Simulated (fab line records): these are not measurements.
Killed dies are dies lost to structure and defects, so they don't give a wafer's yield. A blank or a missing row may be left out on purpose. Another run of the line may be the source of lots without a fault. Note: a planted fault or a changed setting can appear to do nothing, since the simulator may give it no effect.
fab line records -- flow gf180mcu
[record] lots = 13, wafers = 39, last-day = 34
route steps=602 shown HV_LDD@199 NSD@242 PSD@255
lots that met no fault: taken from a fault-free run of the same line
start-h: the number of hours between the record's first day and the start of the first shown wafer of the lot -- wait-h: hours elapsed since this lot's preceding step -- " unchanged from the row above -- L1.1+2: a single row standing in for several wafers -- - value missing, or start not given -- * or withheld: withheld -- < > ~ a bound
route shown NAME@n: a module of which the file shows steps, and the number in the route of the first -- usual: average and standard deviation across the fault-free wafers -- same: alike in all rows -- chamber/n: place in a boat -- sites: per-site readings -- _std_site: the standard deviation of these -- _edge_site: the outer-site mean with the inner-site mean subtracted -- radius-mm: for every site, how far away it sits from the centre of the wafer -- mask NAME#n: copy n -- behind: tool/chamber where the wafer was last shaped -- hold: the reason the lot was held/the length of the hold in hours/how it ended -- device: which transistor (n, p or np) failed to switch -- end of line: the tests these same wafers got at the end of their route -- where a step has no rows: the recipe by itself -- killed: dies that structure and defects cost at the first sort, which is not the same as the wafer's yield -- map: shows each die of a wafer: x if killed, . if not, _ if none is there
set.NAME: the setting that was run; set.NAME@STEP: the one run at that earlier step -- model.NAME: the simulator's own value behind a step, which no gauge read
the route's steps for a sample of lots (tables are steps, rows are wafers)
services: the hour from which a tool's chamber was out of use, counted from the record's first day as start-h (under 0 if before that day), plus the number of hours and why
[[steps]]
[step GF_HV_LDD_TW_MEAS_23]
[usual] HV_LDD_2_TW = 1056/12
lot.wafer,tool,chamber,start-h,wait-h,HV_LDD_2_TW
L465.2,film-metro-02,-,234.52,0.1,1052
L465.3,film-metro-02,-,234.52,0.1,1049
L465.5,film-metro-02,-,234.52,0.1,1054
L467.2,film-metro-04,-,252.52,0.1,1042
L467.5,film-metro-04,-,252.52,0.1,1037
L467.6,film-metro-04,-,252.52,0.1,1036
L468.2,film-metro-04,-,259.92,0.1,1050
L468.3,film-metro-04,-,259.92,0.1,1038
L468.5,film-metro-04,-,259.92,0.1,1044
L471.1,film-metro-02,-,278.06,0.1,1051
L471.2,film-metro-02,-,278.06,0.1,1057
L471.4,film-metro-02,-,278.06,0.1,1053
L472.2,film-metro-02,-,288.77,0.1,1057
L472.4,film-metro-02,-,288.77,0.1,1061
L472.6,film-metro-02,-,288.77,0.1,1060
L473.2,film-metro-02,-,293.12,0.1,1056
L473.5,film-metro-02,-,293.12,0.1,1060
L473.6,film-metro-02,-,293.12,0.1,1061
L474.1,film-metro-01,-,304.08,0.1,1067
L474.4,film-metro-01,-,304.08,0.1,1066
L474.6,film-metro-01,-,304.08,0.1,1059
L483.1,film-metro-04,-,376.58,0.1,1041
L483.2,film-metro-04,-,376.58,0.1,1049
L483.6,film-metro-04,-,376.58,0.1,1049
L484.1,film-metro-04,-,379.66,0.1,1048
L484.4,film-metro-04,-,379.66,0.1,1037
L484.5,film-metro-04,-,379.66,0.1,1048
L485.1,film-metro-02,-,389.71,0.1,1058
L485.3,film-metro-02,-,389.71,0.1,1057
L485.4,film-metro-02,-,389.71,0.1,1054
L486.3,film-metro-01,-,392.88,0.1,1066
L486.4,film-metro-01,-,392.88,0.1,1062
L486.5,film-metro-01,-,392.88,0.1,1061
L487.1,film-metro-04,-,400.68,0.1,1038
L487.2,film-metro-04,-,400.68,0.1,1039
L487.4,film-metro-04,-,400.68,0.1,1036
L488.1,film-metro-02,-,413.06,0.1,1062
L488.4,film-metro-02,-,413.06,0.1,1058
L488.6,film-metro-02,-,413.06,0.1,1063
[step GF_NSD_CD_MEAS_07]
[recipe] target-cd-nm = 400
[usual] cd-nm = 399.7/2
lot.wafer,tool,chamber,start-h,wait-h,cd-nm
L465.2,cd-sem-02,-,293.88,0.1,398.7
L465.3,cd-sem-02,-,293.88,0.1,400.9
L465.5,cd-sem-02,-,293.88,0.1,400.1
L467.2,cd-sem-01,-,315.68,0.1,401.4
L467.5,cd-sem-01,-,315.68,0.1,398.5
L467.6,cd-sem-01,-,315.68,0.1,400.9
L468.2,cd-sem-01,-,322.87,0.1,399.6
L468.3,cd-sem-01,-,322.87,0.1,396.7
L468.5,cd-sem-01,-,322.87,0.1,399.1
L471.1,cd-sem-02,-,341.80,0.1,399.8
L471.2,cd-sem-02,-,341.80,0.1,397.5
L471.4,cd-sem-02,-,341.80,0.1,394.6
L472.2,cd-sem-02,-,353.93,0.1,402.8
L472.4,cd-sem-02,-,353.93,0.1,400.7
L472.6,cd-sem-02,-,353.93,0.1,403.5
L473.2,cd-sem-01,-,359.00,0.1,400.7
L473.5,cd-sem-01,-,359.00,0.1,401.0
L473.6,cd-sem-01,-,359.00,0.1,399.7
L474.1,cd-sem-02,-,371.46,0.1,399.1
L474.4,cd-sem-02,-,371.46,0.1,399.8
L474.6,cd-sem-02,-,371.46,0.1,400.8
L483.1,cd-sem-02,-,449.45,0.1,397.8
L483.2,cd-sem-02,-,449.45,0.1,396.4
L483.6,cd-sem-02,-,449.45,0.1,397.8
L484.1,cd-sem-02,-,454.65,0.1,400.4
L484.4,cd-sem-02,-,454.65,0.1,400.7
L484.5,cd-sem-02,-,454.65,0.1,399.8
L485.1,cd-sem-01,-,463.62,0.1,400.5
L485.3,cd-sem-01,-,463.62,0.1,401.1
L485.4,cd-sem-01,-,463.62,0.1,401.3
L486.3,cd-sem-01,-,468.29,0.1,403.3
L486.4,cd-sem-01,-,468.29,0.1,402.7
L486.5,cd-sem-01,-,468.29,0.1,402.3
L487.1,cd-sem-01,-,475.32,0.1,399.4
L487.2,cd-sem-01,-,475.32,0.1,398.5
L487.4,cd-sem-01,-,475.32,0.1,397.9
L488.1,cd-sem-02,-,489.15,0.1,398.8
L488.4,cd-sem-02,-,489.15,0.1,400.4
L488.6,cd-sem-02,-,489.15,0.1,402.9
[step GF_PSD_CD_MEAS_07]
[recipe] target-cd-nm = 400
[usual] cd-nm = 399.8/2.2
lot.wafer,tool,chamber,start-h,wait-h,cd-nm
L465.2,cd-sem-02,-,314.67,0.1,397.9
L465.3,cd-sem-02,-,314.67,0.1,397.6
L465.5,cd-sem-02,-,314.67,0.1,396.7
L467.2,cd-sem-02,-,337.02,0.1,398.7
L467.5,cd-sem-02,-,337.02,0.1,399.2
L467.6,cd-sem-02,-,337.02,0.1,398.7
L468.2,cd-sem-01,-,344.02,0.1,401.3
L468.3,cd-sem-01,-,344.02,0.1,397.9
L468.5,cd-sem-01,-,344.02,0.1,398.7
L471.1,cd-sem-01,-,363.96,0.1,400.9
L471.2,cd-sem-01,-,363.96,0.1,404.4
L471.4,cd-sem-01,-,363.96,0.1,406.2
L472.2,cd-sem-01,-,376.57,0.1,401.1
L472.4,cd-sem-01,-,376.57,0.1,401.5
L472.6,cd-sem-01,-,376.57,0.1,401.5
L473.2,cd-sem-02,-,381.72,0.1,399.5
L473.5,cd-sem-02,-,381.72,0.1,400.6
L473.6,cd-sem-02,-,381.72,0.1,399.6
L474.1,cd-sem-01,-,394.80,0.1,399.8
L474.4,cd-sem-01,-,394.80,0.1,399.9
L474.6,cd-sem-01,-,394.80,0.1,400.9
L483.1,cd-sem-02,-,473.95,0.1,403.0
L483.2,cd-sem-02,-,473.95,0.1,402.5
L483.6,cd-sem-02,-,473.95,0.1,401.6
L484.1,cd-sem-02,-,478.95,0.1,402.1
L484.4,cd-sem-02,-,478.95,0.1,399.8
L484.5,cd-sem-02,-,478.95,0.1,400.0
L485.1,cd-sem-01,-,487.75,0.1,399.9
L485.3,cd-sem-01,-,487.75,0.1,397.8
L485.4,cd-sem-01,-,487.75,0.1,400.2
L486.3,cd-sem-01,-,492.29,0.1,398.6
L486.4,cd-sem-01,-,492.29,0.1,399.6
L486.5,cd-sem-01,-,492.29,0.1,398.9
L487.1,cd-sem-01,-,499.30,0.1,400.2
L487.2,cd-sem-01,-,499.30,0.1,401.8
L487.4,cd-sem-01,-,499.30,0.1,401.2
L488.1,cd-sem-01,-,512.85,0.1,398.7
L488.4,cd-sem-01,-,512.85,0.1,402.3
L488.6,cd-sem-01,-,512.85,0.1,401.2
[step GF_PSD_RTA_13]
[recipe] temp-c = 1025, time-s = 19.39, ambient = N2
[usual] lamp-power-pct = 35.6/0.36, wafer_temp_C_max = 1029.5/0.95
lot.wafer,tool,chamber,start-h,wait-h,lamp-power-pct,wafer_temp_C_max
L465.2,rtp-anneal-01,0,315.19,0.0,35.3,1030.7
L465.3,rtp-anneal-01,0,315.19,0.0,35.3,1029.9
L465.5,rtp-anneal-01,0,315.19,0.0,35.3,1028.3
L467.2,rtp-anneal-01,0,337.54,0.0,35.3,1030.7
L467.5,rtp-anneal-01,0,337.54,0.0,35.3,1029.5
L467.6,rtp-anneal-01,0,337.54,0.0,35.4,1029.9
L468.2,rtp-anneal-02,0,344.53,0.0,36.1,1030.7
L468.3,rtp-anneal-02,0,344.53,0.0,36.1,1028.8
L468.5,rtp-anneal-02,0,344.53,0.0,36.1,1029.6
L471.1,rtp-anneal-01,0,364.48,0.0,35.3,1030.3
L471.2,rtp-anneal-01,0,364.48,0.0,35.4,1028.3
L471.4,rtp-anneal-01,0,364.48,0.0,35.3,1027.7
L472.2,rtp-anneal-01,0,377.09,0.0,35.3,1029.9
L472.4,rtp-anneal-01,0,377.09,0.0,35.3,1029.7
L472.6,rtp-anneal-01,0,377.09,0.0,35.3,1027.9
L473.2,rtp-anneal-01,0,382.23,0.0,35.3,1029.0
L473.5,rtp-anneal-01,0,382.23,0.0,35.4,1028.8
L473.6,rtp-anneal-01,0,382.23,0.0,35.3,1029.5
L474.1,rtp-anneal-01,0,395.34,0.0,35.4,1028.0
L474.4,rtp-anneal-01,0,395.34,0.0,35.3,1029.5
L474.6,rtp-anneal-01,0,395.34,0.0,35.3,1028.6
L483.1,rtp-anneal-01,0,474.47,0.0,35.4,1031.7
L483.2,rtp-anneal-01,0,474.47,0.0,35.3,1028.0
L483.6,rtp-anneal-01,0,474.47,0.0,35.3,1030.3
L484.1,rtp-anneal-01,0,479.48,0.0,35.4,1028.8
L484.4,rtp-anneal-01,0,479.48,0.0,35.3,1029.4
L484.5,rtp-anneal-01,0,479.48,0.0,35.3,1029.2
L485.1,rtp-anneal-01,0,488.27,0.0,35.3,1030.5
L485.3,rtp-anneal-01,0,488.27,0.0,35.4,1029.5
L485.4,rtp-anneal-01,0,488.27,0.0,35.4,1029.0
L486.3,rtp-anneal-02,0,492.79,0.0,36.1,1028.8
L486.4,rtp-anneal-02,0,492.79,0.0,36.1,1029.4
L486.5,rtp-anneal-02,0,492.79,0.0,36.1,1029.1
L487.1,rtp-anneal-01,0,499.82,0.0,35.3,1030.7
L487.2,rtp-anneal-01,0,499.82,0.0,35.3,1031.5
L487.4,rtp-anneal-01,0,499.82,0.0,35.3,1029.6
L488.1,rtp-anneal-01,0,513.37,0.0,35.3,1030.5
L488.4,rtp-anneal-01,0,513.37,0.0,35.3,1029.3
L488.6,rtp-anneal-01,0,513.37,0.0,35.4,1028.9
[step GF_PSD_RS_MEAS_14]
[recipe] thk-meas-gauge = four-point-probe
[usual] NSD_RS = 46.28/0.091
lot.wafer,tool,chamber,start-h,wait-h,NSD_RS[ohm/sq]
L465.2,film-metro-01,-,315.28,0.1,46.20
L465.3,film-metro-01,-,315.28,0.1,46.35
L465.5,film-metro-01,-,315.28,0.1,46.30
L467.2,film-metro-04,-,337.63,0.1,46.15
L467.5,film-metro-04,-,337.63,0.1,46.24
L467.6,film-metro-04,-,337.63,0.1,46.19
L468.2,film-metro-01,-,344.62,0.1,46.34
L468.3,film-metro-01,-,344.62,0.1,46.36
L468.5,film-metro-01,-,344.62,0.1,46.34
L471.1,film-metro-03,-,364.56,0.1,46.15
L471.2,film-metro-03,-,364.56,0.1,46.16
L471.4,film-metro-03,-,364.56,0.1,46.14
L472.2,film-metro-01,-,377.18,0.1,46.38
L472.4,film-metro-01,-,377.18,0.1,46.47
L472.6,film-metro-01,-,377.18,0.1,46.43
L473.2,film-metro-01,-,382.32,0.1,42.88
L473.5,film-metro-01,-,382.32,0.1,42.84
L473.6,film-metro-01,-,382.32,0.1,42.81
L474.1,film-metro-03,-,395.42,0.1,42.83
L474.4,film-metro-03,-,395.42,0.1,42.75
L474.6,film-metro-03,-,395.42,0.1,42.76
L483.1,film-metro-01,-,474.55,0.1,46.32
L483.2,film-metro-01,-,474.55,0.1,46.33
L483.6,film-metro-01,-,474.55,0.1,46.33
L484.1,film-metro-01,-,479.56,0.1,46.26
L484.4,film-metro-01,-,479.56,0.1,46.39
L484.5,film-metro-01,-,479.56,0.1,46.20
L485.1,film-metro-03,-,488.35,0.1,46.30
L485.3,film-metro-03,-,488.35,0.1,46.38
L485.4,film-metro-03,-,488.35,0.1,46.33
L486.3,film-metro-01,-,492.89,0.1,46.26
L486.4,film-metro-01,-,492.89,0.1,46.27
L486.5,film-metro-01,-,492.89,0.1,46.34
L487.1,film-metro-01,-,499.90,0.1,46.30
L487.2,film-metro-01,-,499.90,0.1,46.37
L487.4,film-metro-01,-,499.90,0.1,46.21
L488.1,film-metro-03,-,513.46,0.1,46.26
L488.4,film-metro-03,-,513.46,0.1,46.18
L488.6,film-metro-03,-,513.46,0.1,46.19
[step GF_PSD_RS_MEAS_15]
[recipe] thk-meas-gauge = four-point-probe
[usual] PSD_RS = 108.94/0.23
lot.wafer,tool,chamber,start-h,wait-h,PSD_RS[ohm/sq]
L465.2,film-metro-01,-,315.40,0.1,108.78
L465.3,film-metro-01,-,315.40,0.1,109.23
L465.5,film-metro-01,-,315.40,0.1,109.22
L467.2,film-metro-04,-,337.75,0.1,108.84
L467.5,film-metro-04,-,337.75,0.1,109.04
L467.6,film-metro-04,-,337.75,0.1,108.79
L468.2,film-metro-01,-,344.74,0.1,108.89
L468.3,film-metro-01,-,344.74,0.1,109.17
L468.5,film-metro-01,-,344.74,0.1,108.87
L471.1,film-metro-03,-,364.68,0.1,108.88
L471.2,film-metro-03,-,364.68,0.1,108.84
L471.4,film-metro-03,-,364.68,0.1,108.88
L472.2,film-metro-01,-,377.30,0.1,109.29
L472.4,film-metro-01,-,377.30,0.1,109.19
L472.6,film-metro-01,-,377.30,0.1,109.37
L473.2,film-metro-01,-,382.44,0.1,98.95
L473.5,film-metro-01,-,382.44,0.1,98.74
L473.6,film-metro-01,-,382.44,0.1,98.94
L474.1,film-metro-03,-,395.54,0.1,99.04
L474.4,film-metro-03,-,395.54,0.1,99.27
L474.6,film-metro-03,-,395.54,0.1,98.86
L483.1,film-metro-01,-,474.67,0.1,108.97
L483.2,film-metro-01,-,474.67,0.1,109.36
L483.6,film-metro-01,-,474.67,0.1,108.88
L484.1,film-metro-01,-,479.68,0.1,108.96
L484.4,film-metro-01,-,479.68,0.1,108.99
L484.5,film-metro-01,-,479.68,0.1,108.71
L485.1,film-metro-03,-,488.47,0.1,108.88
L485.3,film-metro-03,-,488.47,0.1,108.89
L485.4,film-metro-03,-,488.47,0.1,108.94
L486.3,film-metro-01,-,493.01,0.1,109.01
L486.4,film-metro-01,-,493.01,0.1,109.25
L486.5,film-metro-01,-,493.01,0.1,108.84
L487.1,film-metro-01,-,500.02,0.1,109.07
L487.2,film-metro-01,-,500.02,0.1,109.06
L487.4,film-metro-01,-,500.02,0.1,109.03
L488.1,film-metro-03,-,513.58,0.1,108.84
L488.4,film-metro-03,-,513.58,0.1,109.13
L488.6,film-metro-03,-,513.58,0.1,109.01
[[services]]
tool,chamber,start-h,hours,kind
rtp-anneal-02,-,383.48,4.0,pm
rtp-anneal-01,-,412.71,6.6,pm
[[key]]
[first-sign] step = GF_PSD_RS_MEAS_14, reading = NSD_RS, direction = down, sigmas = 38, usual = 46.28, struck = 42.81
[effect] step = GF_PSD_RS_MEAS_15, reading = PSD_RS, direction = down, sigmas = 43, usual = 108.94, struck = 98.97
met-at GF_PSD_RTA_13
struck-lots L473,L474
tester-left-out L473,L474
not-acting-at GF_HV_LDD_TW_MEAS_23,GF_NSD_CD_MEAS_07,GF_PSD_CD_MEAS_07
onset-between 377.09 382.23
[fault] kind = process-parameter-drift, tool = rtp-anneal-01, chamber = -, onset-h = 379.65, steps = GF_PSD_RTA_13, channel = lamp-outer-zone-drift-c, offset = 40, shape = step, end-h = 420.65
// tester-left-out: of these lots the tester's yield and bins aren't shown, on N5 and GAA mostly nor the transistor test; their killed dies are dies lost to structure and defects alone, not to doping, threshold or leakage, so they don't give the yield
